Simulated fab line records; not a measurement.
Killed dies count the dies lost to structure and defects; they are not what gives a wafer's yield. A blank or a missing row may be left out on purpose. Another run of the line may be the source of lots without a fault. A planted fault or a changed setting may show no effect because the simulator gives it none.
fab line records	flow sky130
[record] lots = 5	wafers = 15	last_day = 49
route steps=708 shown METAL4@622 VIA4@639 METAL5@661 PAD_OPEN@708
lots untouched by any fault: they come from a run of this same line in which no faults occurred
start_h: hours from the record's opening day to when the first of the lot's shown wafers began	wait_h: hours from the lot's prior step to this one	" identical to the entry in the row above	L1.1+2: a row that stands for several wafers	- either no value or no given start	* or withheld: withheld	< > ~ a bound
route shown NAME@n: a module of which the file shows steps, and the number in the route of the first	usual: mean and standard deviation over wafers with no fault	same: alike in all rows	chamber/n: place in a boat	sites: readings site by site	_std_site: standard deviation across them	_edge_site: outer sites' mean less inner sites'	radius_mm: how far each site lies from the wafer's centre	mask NAME#n: copy n	behind: tool/chamber where the wafer was last shaped	hold: reason for holding the lot/hours on hold/outcome of the hold	device: the transistor (n, p or np) that didn't switch	end of line: the route-end tests of the same wafers	for a step that has no rows: nothing shown but its recipe	killed: dies lost to structure and defects at the first sort, not the wafer's yield	map: the dies of a wafer, with x for killed, . for not killed, _ for no die there
set.NAME: the run value of the setting; set.NAME@STEP: its run value at that earlier step	model.NAME: the simulator's own value behind a step, which no gauge read
certain route steps with their lots: each step a table, each wafer a row
services: when a tool's chamber went out of use (start_h, in hours from the record's first day, below 0 if earlier), for how many hours, and the reason
[[steps]]
[step SKY_METAL4_HMDS_06]
[recipe] prime_time_s = 60	prime_temp_c = 120
[step SKY_METAL4_COAT_07]
[recipe] resist = BARC	temp_c = withheld	time_s = withheld	spin_rpm = 3000	resist_thk_nm = 60
[step SKY_METAL4_COAT_08]
[recipe] resist = KrF-thick	spin_rpm = 3000	resist_thk_nm = 1140
[step SKY_METAL4_SOFTBAKE_09]
[recipe] temp_c = 100	time_s = 90	resist = KrF-thick
[step SKY_METAL4_EXPOSE_10]
[recipe] mask_id = MM4	na = 0.68	source_shape = annular	sigma_inner = 0.4	sigma_outer = 0.8	target_cd_nm = 300	dose_mj = 28
[step SKY_METAL4_PEB_11]
[recipe] peb_temp_c = withheld	peb_time_s = withheld	resist = KrF-thick
[step SKY_METAL4_DEVELOP_12]
[recipe] develop_time_s = 60	resist = KrF-thick	dev_temp_c = 21
[step SKY_METAL4_CD_MEAS_13]
[recipe] target_cd_nm = 300
[usual] cd_nm = 299.6/1.3
lot.wafer	tool	chamber	start_h	wait_h	cd_nm
L555.2	cd_sem-02	-	1008.94	-	300.9
L555.3	"	-	"	"	299.8
L555.4	"	-	"	"	298.2
L560.1	cd_sem-01	-	1048.37	-	298.5
L560.3	"	-	"	"	300.3
L560.6	"	-	"	"	300.1
L566.1	cd_sem-01	-	1083.23	-	300.4
L566.3	"	-	"	"	300.8
L566.5	"	-	"	"	299.5
L568.1	cd_sem-01	-	1092.78	-	301.0
L568.3	"	-	"	"	299.6
L568.4	"	-	"	"	298.8
L569.1	cd_sem-02	-	1098.23	-	300.0
L569.2	"	-	"	"	299.8
L569.3	"	-	"	"	300.2
[step SKY_METAL4_OVL_MEAS_14]
[usual] METAL4_OVL = 6/4.9
lot.wafer	tool	chamber	start_h	wait_h	METAL4_OVL[nm]
L555.2	overlay-02	-	1009.05	0.1	1
L555.3	"	-	"	"	2
L555.4	"	-	"	"	-1
L560.1	overlay-01	-	1048.49	0.1	14
L560.3	"	-	"	"	5
L560.6	"	-	"	"	7
L566.1	overlay-01	-	1083.35	0.1	13
L566.3	"	-	"	"	11
L566.5	"	-	"	"	4
L568.1	overlay-02	-	1092.90	0.1	15
L568.3	"	-	"	"	9
L568.4	"	-	"	"	8
L569.1	overlay-02	-	1098.35	0.1	5
L569.2	"	-	"	"	16
L569.3	"	-	"	"	4
[step SKY_METAL4_DESCUM_15]
[recipe] chemistry = O2	source_power_w = 150	bias_power_w = 0	pressure_mtorr = 10	temp_c = 40	time_s = 8
[step SKY_METAL4_ETCH_16]
[recipe] chemistry = N2/H2	target = BARC	ion_energy_ev = 200	bias_w = 100	pressure_mtorr = 30	n2_flow_sccm = 100	h2_flow_sccm = 200	icp_w = 500	stop_on = SiO2	time_s = 88.2	target_depth_a = 600
[usual] drypump_motor_current_A = 5.6/0.52	h2_flow_sccm = 199.9/0.61	oes_product_au = 0.626/0.0045	throttle_valve_pct = 13.205/0.0088
lot.wafer	tool	chamber	start_h	wait_h	drypump_motor_current_A	h2_flow_sccm	oes_product_au	rf_hours_counter_h	throttle_valve_pct
L555.2	rie_metal-04	1	1009.11	0.0	5.0	199.6	0.624	14	13.194
L555.3	"	0	"	"	5.9	199.0	0.628	-	13.190
L555.4	"	1	"	"	4.9	200.5	0.621	-	13.215
L560.1	rie_metal-01	1	1048.56	0.0	6.4	199.4	0.623	7	13.184
L560.3	"	0	"	"	5.3	200.4	0.627	-	13.191
L560.6	"	0	"	"	5.3	199.4	0.629	-	13.195
L566.1	rie_metal-03	0	1083.42	0.0	5.3	200.4	0.632	20	13.211
L566.3	"	0	"	"	5.3	199.9	0.629	-	13.198
L566.5	"	1	"	"	6.2	199.9	0.628	-	13.204
L568.1	rie_metal-03	0	1092.97	0.0	5.3	200.5	0.632	21	13.205
L568.3	"	1	"	"	6.2	199.5	0.626	-	13.211
L568.4	"	0	"	"	5.3	200.2	0.628	-	13.210
L569.1	rie_metal-04	0	1098.42	0.0	5.8	199.7	0.623	20	13.221
L569.2	"	1	"	"	5.0	200.1	0.625	18	13.206
L569.3	"	0	"	"	5.8	200.4	0.626	-	13.202
[step SKY_METAL4_ETCH_17]
[recipe] target = SiO2	stop_on = TiN	chemistry = C4F8/O2/Ar	source_w = 1500	bias_w = 1200	pressure_mtorr = 40	c4f8_flow_sccm = withheld	O2_flow_sccm = 6	Ar_flow_sccm = 300	time_s = 3.9	target_depth_a = 150
[step SKY_METAL4_METAL_ETCH_18]
[recipe] target_depth_a = 8450	stop_on = SiO2	over_etch_frac = 0.3	time_s = 183.1	chemistry = Cl2/BCl3	resist_sidewall_deg = 88	pressure_mtorr = 10	icp_w = 900	bias_w = 48.5	Cl2_flow_sccm = 60	bcl3_flow_sccm = 30
[usual] drypump_motor_current_A = 5.7/0.5	mfc_cl2_sccm = 60.02/0.19	oes_product_au = 0.864/0.0052	throttle_valve_pct = 22.266/0.0088
lot.wafer	tool	chamber	start_h	wait_h	drypump_motor_current_A	mfc_cl2_sccm	oes_product_au	rf_hours_counter_h	throttle_valve_pct
L555.2	rie_metal-01	0	1009.23	0.0	5.2	59.74	0.859	9	22.257
L555.3	"	1	"	"	6.4	60.01	0.867	-	22.263
L555.4	"	0	"	"	5.2	59.86	0.865	-	22.267
L560.1	rie_metal-03	1	1048.68	0.0	6.2	59.87	0.858	13	22.267
L560.3	"	1	"	"	6.2	59.69	0.869	-	22.255
L560.6	"	0	"	"	5.3	60.19	0.865	-	22.263
L566.1	rie_metal-01	0	1083.54	0.0	5.3	60.03	0.857	15	22.256
L566.3	"	0	"	"	5.2	59.84	0.857	-	22.269
L566.5	"	1	"	"	6.4	59.89	0.859	-	22.269
L568.1	rie_metal-04	0	1093.09	0.0	5.8	60.03	0.863	19	22.260
L568.3	"	1	"	"	5.0	60.05	0.864	-	22.259
L568.4	"	0	"	"	5.9	59.72	0.860	-	22.270
L569.1	rie_metal-03	1	1098.54	0.0	6.2	60.12	0.861	17	22.262
L569.2	"	0	"	"	5.3	60.18	0.865	21	22.268
L569.3	"	0	"	"	5.3	60.13	0.869	-	22.270
[step SKY_METAL4_STRIP_19]
[recipe] chemistry = O2/N2	power_w = 1400	pressure_mtorr = 1500	platen_temp_c = withheld	o2_flow_sccm = 3000	n2_flow_sccm = 300	overash_fraction = 0.5
[step SKY_METAL4_STRIP_20]
[recipe] chemistry = post_etch_residue_remover	time_s = 1200	temp_c = 72.5
[step SKY_METAL4_CLEAN_21]
[recipe] chemistry = IPA	time_s = 180	temp_c = 25
[step SKY_METAL4_CLEAN_22]
[recipe] chemistry = O3/DIW	dry = n2_spin
[step SKY_VIA4_HDPCVD_00]
[recipe] material = SiO2	target_thk_nm = 1750	sigma_open_frac = 0.3	time_s = 291.7	temp_c = 400	sih4_flow_sccm = 60	pressure_mtorr = 6
[step SKY_VIA4_THK_MEAS_01]
[recipe] reads = SiO2_of_VIA4_HDPCVD_00
[usual] VIA4_HDPCVD_THK = 1750/16
lot.wafer	tool	chamber	start_h	wait_h	VIA4_HDPCVD_THK[nm]
L555.2	film_metro-04	-	1010.18	0.1	1742
L555.3	"	-	"	"	1763
L555.4	"	-	"	"	1740
L560.1	film_metro-03	-	1049.67	0.1	1722
L560.3	"	-	"	"	1726
L560.6	"	-	"	"	1751
L566.1	film_metro-04	-	1084.49	0.1	1735
L566.3	"	-	"	"	1755
L566.5	"	-	"	"	1747
L568.1	film_metro-04	-	1094.04	0.1	1741
L568.3	"	-	"	"	1757
L568.4	"	-	"	"	1748
L569.1	film_metro-04	-	1099.49	0.1	1772
L569.2	"	-	"	"	1767
L569.3	"	-	"	"	1749
[step SKY_VIA4_CMP_02]
[recipe] material = SiO2	down_force_psi = 4	platen_rpm = 60	pad_velocity_m_s = 0.94248
[usual] motor_current_A = 12.2/0.82
lot.wafer	tool	chamber	start_h	wait_h	motor_current_A
L555.3	cmp-02	1	1010.23	0.0	12.7
L555.4	"	2	"	"	11.9
L555.2	"	0	"	"	11.9
L560.3	cmp-02	0	1049.73	0.0	10.8
L560.1	"	2	"	"	12.8
L560.6	"	1	"	"	12.0
L566.1	cmp-01	1	1084.59	0.1	12.0
L566.3	"	2	"	"	11.6
L566.5	"	1	"	"	12.2
L568.3	cmp-02	3	1094.15	0.1	11.7
L568.4	"	0	"	"	11.4
L568.1	"	1	"	"	13.1
L569.1	cmp-01	0	1099.55	0.1	14.2
L569.3	"	1	"	"	12.6
L569.2	"	3	"	"	12.1
[step SKY_VIA4_BOW_MEAS_03]
[recipe] mode = bow
[usual] VIA4_BOW = 79/6.5
lot.wafer	tool	chamber	start_h	wait_h	VIA4_BOW[um]
L555.2	film_metro-01	-	1010.55	0.1	83
L555.3	"	-	"	"	81
L555.4	"	-	"	"	72
L560.1	film_metro-04	-	1050.03	0.1	81
L560.3	"	-	"	"	73
L560.6	"	-	"	"	81
L566.1	film_metro-04	-	1084.89	0.2	76
L566.3	"	-	"	"	80
L566.5	"	-	"	"	79
L568.1	film_metro-01	-	1094.40	0.1	76
L568.3	"	-	"	"	81
L568.4	"	-	"	"	78
L569.1	film_metro-03	-	1099.85	0.2	82
L569.2	"	-	"	"	76
L569.3	"	-	"	"	83
[step SKY_VIA4_DEHYDRATE_04]
[recipe] temp_c = 200	time_s = 60
[step SKY_VIA4_HMDS_05]
[recipe] prime_time_s = 60	prime_temp_c = 120
[step SKY_VIA4_COAT_06]
[recipe] resist = NOVOLAK	spin_rpm = 3000	resist_thk_nm = 1140
[step SKY_VIA4_SOFTBAKE_07]
[recipe] temp_c = 90	time_s = 60	resist = NOVOLAK
[step SKY_VIA4_EXPOSE_08]
[recipe] mask_id = VIM4	na = 0.6	source_shape = conventional	sigma_outer = 0.6	polarization = unpolarized	target_cd_nm = 800	dose_mj = 132
[step SKY_VIA4_PEB_09]
[recipe] temp_c = withheld	time_s = *	resist = NOVOLAK
[step SKY_VIA4_DEVELOP_10]
[recipe] resist = NOVOLAK	developer = TMAH	develop_time_s = 60	dev_temp_c = 23
[step SKY_VIA4_OVL_MEAS_11]
[usual] VIA4_OVL = -0.5/1.5
lot.wafer	tool	chamber	start_h	wait_h	VIA4_OVL[nm]
L555.2	overlay-01	-	1032.89	0.1	-1.5
L555.3	"	-	"	"	-1.6
L555.4	"	-	"	"	1.1
L560.1	overlay-01	-	1071.23	0.1	-0.2
L560.3	"	-	"	"	0.6
L560.6	"	-	"	"	-1.7
L566.1	overlay-02	-	1104.77	0.1	-0.2
L566.3	"	-	"	"	-0.8
L566.5	"	-	"	"	-0.7
L568.1	overlay-01	-	1113.82	0.1	-1.6
L568.3	"	-	"	"	0.1
L568.4	"	-	"	"	-2.3
L569.1	overlay-02	-	1119.17	0.1	-1.2
L569.2	"	-	"	"	-0.5
L569.3	"	-	"	"	-2.1
[step SKY_VIA4_ETCH_12]
[recipe] target = SiO2	chemistry = C4F8/O2/Ar	stop_on = TiN	mask_material = NOVOLAK	source_w = 1458	bias_w = 1200	pressure_mtorr = 40	c4f8_flow_sccm = withheld	O2_flow_sccm = 6	Ar_flow_sccm = 300	time_s = withheld	target_depth_a = 5800
[step SKY_VIA4_STRIP_13]
[recipe] chemistry = O2/N2	power_w = 1400	pressure_mtorr = 1500	platen_temp_c = withheld	o2_flow_sccm = 3000	n2_flow_sccm = 300	overash_fraction = 0.5
[usual] drypump_motor_current_A = 5.79/0.22	oes_product_au = 0.709/0.0045	strip_time_to_endpoint_s = 12.83/0.035
lot.wafer	tool	chamber	start_h	wait_h	drypump_motor_current_A	oes_product_au	rf_hours_counter_h	strip_time_to_endpoint_s
L555.2	plasma_asher-02	1	1032.99	-	5.71	0.718	90	12.83
L555.3	"	0	"	"	5.63	0.709	-	12.83
L555.4	"	1	"	"	5.72	0.711	-	12.84
L560.1	plasma_asher-01	0	1071.34	-	5.55	0.709	35	12.82
L560.3	"	0	"	"	5.61	0.700	-	12.84
L560.6	"	0	"	"	5.59	0.710	-	12.80
L566.1	plasma_asher-02	1	1104.88	-	5.74	0.717	96	12.85
L566.3	"	1	"	"	5.73	0.711	-	12.86
L566.5	"	1	"	"	5.70	0.707	-	12.82
L568.1	plasma_asher-04	0	1113.93	-	6.24	0.704	70	12.82
L568.3	"	0	"	"	6.23	0.704	-	12.83
L568.4	"	1	"	"	5.94	0.715	-	12.81
L569.1	plasma_asher-02	1	1119.28	-	5.77	0.713	97	12.79
L569.2	"	0	"	"	5.60	0.702	97	12.84
L569.3	"	1	"	"	5.72	0.709	-	12.84
[step SKY_VIA4_STRIP_14]
[recipe] chemistry = post_etch_residue_remover	time_s = 1200	temp_c = 72.5
[step SKY_VIA4_CLEAN_15]
[recipe] chemistry = IPA	time_s = 180	temp_c = 25
[step SKY_VIA4_CLEAN_16]
[recipe] chemistry = O3/DIW	dry = n2_spin
[step SKY_VIA4_SPUTTER_17]
[recipe] material = TiN	target_thk_nm = 20	chamber_pressure_pa = 5	power_w = 4000	time_s = 80
[step SKY_VIA4_CVD_18]
[recipe] material = W	target_thk_nm = 505	time_s = 152.14	temp_c = 400	pressure_torr = 40
[step SKY_VIA4_RS_MEAS_19]
[recipe] thk_meas_gauge = four-point-probe	reads = W_of_VIA4_CVD_18+TiN_of_VIA4_SPUTTER_17
[usual] VIA4_W_RS = 0.2272/0.0023
lot.wafer	tool	chamber	start_h	wait_h	VIA4_W_RS[ohm/sq]
L555.2	film_metro-03	-	1033.82	0.1	0.2272
L555.3	"	-	"	"	0.2303
L555.4	"	-	"	"	0.2258
L560.1	film_metro-04	-	1072.19	0.1	0.2254
L560.3	"	-	"	"	0.2227
L560.6	"	-	"	"	0.2273
L566.1	film_metro-03	-	1105.69	0.1	0.2258
L566.3	"	-	"	"	0.2242
L566.5	"	-	"	"	0.2248
L568.1	film_metro-04	-	1114.79	0.1	0.2260
L568.3	"	-	"	"	0.2271
L568.4	"	-	"	"	0.2253
L569.1	film_metro-04	-	1120.09	0.1	0.2229
L569.2	"	-	"	"	0.2259
L569.3	"	-	"	"	0.2262
[step SKY_VIA4_THK_MEAS_20]
[recipe] thk_meas_gauge = xrf	reads = W_of_VIA4_CVD_18
[usual] VIA4_W_THK = 497/7.3
lot.wafer	tool	chamber	start_h	wait_h	VIA4_W_THK[nm]
L555.2	film_metro-03	-	1033.93	0.1	497
L555.3	"	-	"	"	489
L555.4	"	-	"	"	501
L560.1	film_metro-04	-	1072.31	0.1	508
L560.3	"	-	"	"	516
L560.6	"	-	"	"	507
L566.1	film_metro-03	-	1105.81	0.1	504
L566.3	"	-	"	"	501
L566.5	"	-	"	"	502
L568.1	film_metro-04	-	1114.91	0.1	510
L568.3	"	-	"	"	505
L568.4	"	-	"	"	508
L569.1	film_metro-04	-	1120.21	0.1	515
L569.2	"	-	"	"	507
L569.3	"	-	"	"	506
[step SKY_VIA4_CMP_21]
[recipe] stop_on = SiO2	t_overpolish_s = 25	down_force_psi = 3.5	platen_rpm = 60	target_thk_nm = 0	pad_velocity_m_s = 0.94248
[usual] motor_current_A = 11.3/0.75	overpolish_run_s = 25.001/0.0089	time_to_endpoint_s = 121/3.4
lot.wafer	tool	chamber	start_h	wait_h	motor_current_A	overpolish_run_s	time_to_endpoint_s
L555.3	cmp-02	1	1033.98	0.0	11.7	24.993	120
L555.4	"	2	"	"	11.7	25.001	123
L555.2	"	3	"	"	11.0	24.990	124
L560.1	cmp-01	3	1072.61	0.3	11.6	24.998	122
L560.3	"	2	"	"	10.8	25.018	122
L560.6	"	3	"	"	11.2	25.001	123
L566.1	cmp-01	3	1105.92	0.1	12.2	25.011	117
L566.3	"	0	"	"	12.1	24.991	118
L566.5	"	3	"	"	11.2	24.999	120
L568.3	cmp-02	2	1114.97	0.0	11.0	25.009	120
L568.1	"	3	"	"	11.1	24.988	121
L568.4	"	0	"	"	10.2	24.986	125
L569.2	cmp-02	0	1120.55	0.3	10.2	25.012	123
L569.1	"	1	"	"	11.5	25.000	124
L569.3	"	3	"	"	10.9	25.004	125
[step SKY_METAL5_SPUTTER_00]
[recipe] material = Ti	target_thk_nm = 15	power_w = 3000	time_s = 10	chamber_pressure_pa = 0.4
[usual] cathode_dc_power_W = 3000.0/0.58	throttle_valve_pct = 29.2/0.92
lot.wafer	tool	chamber	start_h	wait_h	cathode_dc_power_W	throttle_valve_pct
L555.2	pvd_sputter-01	-	1034.28	0.1	2998.2	27.8
L555.3	"	-	"	"	3000.7	29.6
L555.4	"	-	"	"	3000.9	30.4
L560.1	pvd_sputter-03	-	1072.91	0.2	2999.8	29.3
L560.3	"	-	"	"	2999.7	30.8
L560.6	"	-	"	"	3000.4	29.2
L566.1	pvd_sputter-01	-	1106.17	0.2	2999.7	29.7
L566.3	"	-	"	"	2998.6	27.8
L566.5	"	-	"	"	2999.2	29.0
L568.1	pvd_sputter-02	-	1115.27	0.2	3000.5	29.0
L568.3	"	-	"	"	3000.5	29.5
L568.4	"	-	"	"	3000.1	28.4
L569.1	pvd_sputter-01	-	1120.85	0.2	3000.2	29.5
L569.2	"	-	"	"	2999.6	29.0
L569.3	"	-	"	"	3000.5	27.8
[step SKY_METAL5_SPUTTER_01]
[recipe] material = TiN	target_thk_nm = 20	power_w = 6500	time_s = 16.7	chamber_pressure_pa = 0.4
[step SKY_METAL5_SPUTTER_02]
[recipe] material = AlCu	target_thk_nm = 1150	power_w = 10600	time_s = 61.2	chamber_pressure_pa = 0.4
[step SKY_PAD_OPEN_PROBE_99]
[usual] defect_limited_yield = 82.4/1.8	killed_at_M0_to_M3 = 44/7	killed_at_M4_up = 3.2/2	killed_at_contacts = 25/5.3	killed_at_front_end = 15/4.3	killed_at_other = 0.3/0.54	killed_dies = 86/8.7	killed_open = 47/6.4	killed_short = 39/5.6	sort_bin_3_pad_short = 0.9/0.43	sort_bin_5_function = 10.4/1.4	sort_bin_6_memory = 6.3/1.2	sort_n_pass = 406/8.7	sort_yield_pct = 82.4/1.8
[same] gross_dies = 492	killed_at_back_side = 0	sort_bin_4_leakage[%] = 0	sort_bin_8_speed[%] = 0
lot.wafer	tool	chamber	start_h	wait_h	defect_limited_yield[%]	killed_at_M0_to_M3	killed_at_M4_up	killed_at_contacts	killed_at_front_end	killed_at_other	killed_dies	killed_open	killed_short	sort_bin_3_pad_short[%]	sort_bin_5_function[%]	sort_bin_6_memory[%]	sort_n_pass	sort_yield_pct[%]	model.etest.tester.sort_n_pass	model.etest.tester.sort_yield_pct	model.etest.tester.sort_bin_5_pct	model.etest.tester.sort_bin_3_pct
L555.2	prober-01	-	1102.34	0.1	82.1	34	4	27	23	0	88	50	37	0.6	10.6	6.7	404	82.1	404	82.11	10.57	0.6098
L555.3	prober-01	-	1102.39	0.2	82.9	44	1	24	15	0	84	46	37	0.4	10.6	6.1	408	82.9	408	82.93	10.57	0.4065
L555.4	prober-01	-	1102.44	0.2	83.7	33	1	27	19	0	80	44	36	1.0	10.4	4.9	412	83.7	412	83.74	10.37	1.016
L560.1	prober-02	-	1134.94	0.1	82.3	57	4	20	6	0	87	52	35	1.0	9.1	7.5	405	82.3	405	82.32	9.146	1.016
L560.3	prober-02	-	1135.04	0.2	82.7	51	5	20	9	0	85	46	39	1.2	11.8	4.3	407	82.7	407	82.72	11.79	1.22
L560.6	prober-02	-	1135.19	0.2	86.4	36	2	19	10	0	67	38	29	1.0	6.9	5.7	425	86.4	425	86.38	6.911	1.016
L566.1	prober-01	-	1166.25	0.1	75.2	45	50	16	11	0	122	41	33	3.3	14.6	6.9	370	75.2	370	75.2	14.63	3.252
L566.3	prober-01	-	1166.35	0.2	73.8	32	46	28	23	0	129	43	43	1.0	17.7	7.5	363	73.8	363	73.78	17.68	1.016
L566.5	prober-01	-	1166.45	0.2	84.8	42	2	19	12	0	75	40	35	1.0	8.7	5.5	417	84.8	417	84.76	8.74	1.016
L568.1	prober-02	-	1172.45	0.1	85.0	37	3	24	10	0	74	48	26	0.4	10.0	4.7	418	85.0	418	84.96	9.959	0.4065
L568.3	prober-02	-	1172.55	0.2	81.9	34	2	27	24	2	89	52	37	1.0	12.0	5.1	403	81.9	403	81.91	11.99	1.016
L568.4	prober-02	-	1172.60	0.2	81.1	44	3	21	25	0	93	46	46	1.4	9.6	7.9	399	81.1	399	81.1	9.553	1.423
L569.1	prober-01	-	1178.35	0.1	78.0	59	2	32	15	0	108	64	44	2.0	12.4	7.5	384	78.0	384	78.05	12.4	2.033
L569.2	prober-01	-	1178.40	0.1	80.3	46	7	29	15	0	97	52	45	1.0	11.4	7.3	395	80.3	395	80.28	11.38	1.016
L569.3	prober-01	-	1178.45	0.2	82.5	44	4	21	17	0	86	50	36	0.8	11.2	5.5	406	82.5	406	82.52	11.18	0.813
// killed by level:class
L555.2 VIA1:geometric_particle:open=11 CONTACT:geometric_particle:open=9 POLY_GATE:geometric_particle:open=7 CONTACT:geometric_particle:short=7 FIELD_ISO:geometric_particle:short=6 FIELD_ISO:geometric_particle:open=5 LI_CONTACT:geometric_particle:open=5 VIA3:geometric_particle:open=4
L555.3 METAL1:geometric_particle:short=11 CONTACT:geometric_particle:open=10 VIA1:geometric_particle:open=7 VIA3:geometric_particle:open=7 METAL2:geometric_particle:short=6 LI_CONTACT:geometric_particle:open=6 FIELD_ISO:geometric_particle:open=5 LOCAL_INTERCONNECT:geometric_particle:short=4
L555.4 CONTACT:geometric_particle:open=11 FIELD_ISO:geometric_particle:open=9 FIELD_ISO:geometric_particle:short=7 LI_CONTACT:geometric_particle:open=6 METAL2:geometric_particle:short=6 VIA1:geometric_particle:open=5 METAL3:geometric_particle:short=5 VIA3:geometric_particle:open=5
L560.1 VIA1:geometric_particle:open=17 METAL1:geometric_particle:short=9 CONTACT:geometric_particle:open=8 VIA3:geometric_particle:open=8 VIA1:geometric_particle:short=6 VIA2:geometric_particle:open=6 LI_CONTACT:geometric_particle:open=5 LOCAL_INTERCONNECT:geometric_particle:short=4
L560.3 VIA1:geometric_particle:open=14 CONTACT:geometric_particle:open=9 VIA1:geometric_particle:short=8 METAL2:geometric_particle:short=6 VIA3:geometric_particle:open=5 VIA2:geometric_particle:short=5 LI_CONTACT:geometric_particle:open=4 VIA2:geometric_particle:open=4
L560.6 VIA1:geometric_particle:open=10 LOCAL_INTERCONNECT:geometric_particle:short=7 METAL2:geometric_particle:short=7 CONTACT:geometric_particle:open=6 VIA3:geometric_particle:open=6 LI_CONTACT:geometric_particle:open=4 VIA1:geometric_particle:short=4 VIA2:geometric_particle:open=4
L566.1 METAL4:unspecified=48 VIA1:geometric_particle:open=13 METAL2:geometric_particle:short=7 LI_CONTACT:geometric_particle:open=6 METAL3:geometric_particle:short=5 CONTACT:geometric_particle:open=5 VIA2:geometric_particle:open=5 POLY_GATE:geometric_particle:open=4
L566.3 METAL4:unspecified=43 CONTACT:geometric_particle:open=9 POLY_GATE:geometric_particle:open=8 METAL1:geometric_particle:short=8 FIELD_ISO:geometric_particle:open=7 LI_CONTACT:geometric_particle:open=6 LOCAL_INTERCONNECT:geometric_particle:short=6 VIA1:geometric_particle:open=5
L566.5 VIA1:geometric_particle:open=8 METAL2:geometric_particle:short=7 LI_CONTACT:geometric_particle:open=6 CONTACT:geometric_particle:open=6 METAL3:geometric_particle:short=5 VIA2:geometric_particle:open=5 VIA3:geometric_particle:open=5 FIELD_ISO:geometric_particle:open=3
L568.1 LI_CONTACT:geometric_particle:open=10 CONTACT:geometric_particle:open=9 VIA2:geometric_particle:open=9 VIA3:geometric_particle:open=6 POLY_GATE:geometric_particle:short=4 VIA1:geometric_particle:short=4 VIA1:geometric_particle:open=4 FIELD_ISO:geometric_particle:short=3
L568.3 CONTACT:geometric_particle:open=10 FIELD_ISO:geometric_particle:open=8 VIA3:geometric_particle:open=8 CONTACT:geometric_particle:short=7 VIA2:geometric_particle:open=7 METAL2:geometric_particle:short=6 FIELD_ISO:geometric_particle:short=5 POLY_GATE:geometric_particle:short=5
L568.4 VIA1:geometric_particle:open=9 POLY_GATE:geometric_particle:short=8 METAL2:geometric_particle:short=8 CONTACT:geometric_particle:open=8 FIELD_ISO:geometric_particle:short=7 LI_CONTACT:geometric_particle:open=6 VIA1:geometric_particle:short=6 METAL1:geometric_particle:short=5
L569.1 VIA1:geometric_particle:open=18 CONTACT:geometric_particle:open=14 VIA3:geometric_particle:open=9 LI_CONTACT:geometric_particle:open=8 VIA1:geometric_particle:short=7 METAL2:geometric_particle:short=7 METAL1:geometric_particle:short=6 VIA2:geometric_particle:open=6
L569.2 VIA1:geometric_particle:open=14 LI_CONTACT:geometric_particle:open=12 VIA1:geometric_particle:short=10 VIA3:geometric_particle:open=8 CONTACT:geometric_particle:open=7 METAL4:geometric_particle:short=6 FIELD_ISO:geometric_particle:short=5 POLY_GATE:geometric_particle:short=5
L569.3 POLY_GATE:geometric_particle:open=9 VIA2:geometric_particle:open=9 LI_CONTACT:geometric_particle:open=8 VIA3:geometric_particle:open=8 METAL2:geometric_particle:short=7 VIA1:geometric_particle:open=5 LOCAL_INTERCONNECT:geometric_particle:short=5 METAL1:geometric_particle:short=5
// map L566.3 (x killed, . not)
__________x....x...._________
________x..x........x._______
______.....xx.x..x.x..x._____
_____..xx.x.x.......x....____
____........xx.........x..___
___x.x............x.x.x....__
__............x.x......x..x._
_x.........x.....x.x..x......
_.x....x...x....x..x........x
_x.x.x....x..x...............
_.xx.x....x.........x..x..x..
_....x...x.....xx..xx.......x
_.x...x........x..x....x.x...
_....x...x..x.....xxxx.......
_........x......x.xxxxx.xxx..
__.x.......xx....xxxxxxxx..._
___.........x.....xxxxx.xx.__
____..xxx.......xxxxxxxxx.___
_____...x.........x.xx.x.____
______xx.....xx.....xx.._____
________....x.......xx_______
__________x....xx..._________
// map L555.2 (x killed, . not)
__________....x.xx.._________
________.............._______
______....x..x....x..x.x_____
_____x......x..x..x.x....____
____......................___
___..x.....x...x......x....__
__....x.xx......x..........._
_.............x..........xx..
_x.......x..............x.x..
_....x....x.....x........xx..
_xx.........x....x........x..
_.....x...x.x...x.....x.x....
_...x.......x..........x.....
_....x..x.x.x.x...x.x.x..x...
_x..xx..x.....x.....x....x...
__....x..xx....x....xx...x.._
___....x...x.......x....x..__
____.....xxx.............x___
_____.x..........x.......____
______.x....x...x......._____
________xx.xx.x......._______
__________.........._________
[[services]]
tool	chamber	start_h	hours	kind
pvd_sputter-01	-	1005.01	14.3	repair
pvd_sputter-01	-	1006.91	0.7	repair
cmp-02	-	1016.71	0.7	repair
cmp-02	-	1019.20	2.6	repair
cmp-02	-	1030.24	1.6	repair
rie_metal-04	-	1035.26	28.1	pm
plasma_asher-02	-	1035.97	21.6	pm
pvd_sputter-01	2	1044.52	-	consumable_replace:kit
pvd_sputter-01	2	1044.52	18.0	scheduled_down
pvd_sputter-01	2	1044.52	18.0	vent_cycle
plasma_asher-04	-	1057.59	2.8	pm
pvd_sputter-02	-	1065.46	5.2	repair
rie_metal-01	-	1070.72	2.3	repair
plasma_asher-01	-	1074.77	9.7	repair
cmp-02	-	1084.00	4.0	pm
cmp-02	-	1088.00	-	consumable_replace:conditioner
cmp-02	-	1088.00	-	consumable_replace:pad
rie_metal-01	-	1093.64	2.8	pm
plasma_asher-01	-	1097.23	0.4	repair
cmp-01	-	1102.38	0.6	repair
plasma_asher-04	-	1104.44	0.9	repair
pvd_sputter-02	-	1108.30	5.0	repair
plasma_asher-04	-	1109.39	0.5	repair
plasma_asher-02	-	1120.63	3.4	repair
[[key]]
[first_sign] step = SKY_PAD_OPEN_PROBE_99	reading = killed_at_M4_up	direction = up	sigmas = 22	usual = 3.2	struck = 48
[effect] step = SKY_PAD_OPEN_PROBE_99	reading = killed_dies	direction = up	sigmas = 4.5	usual = 86	struck = 126
[model_effect] step = SKY_PAD_OPEN_PROBE_99	value = etest.tester.sort_n_pass	without = 405.5	struck = 366.5
met_at SKY_METAL4_METAL_ETCH_18
struck_wafers L566.1,L566.3
onset_between 1009.23 1083.54
[fault] kind = chamber_particle_source	tool = rie_metal-01	chamber = 0	onset_h = 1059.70	steps = SKY_METAL4_METAL_ETCH_18	rate_per_visit_cm2 = 0.48223	end_h = 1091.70
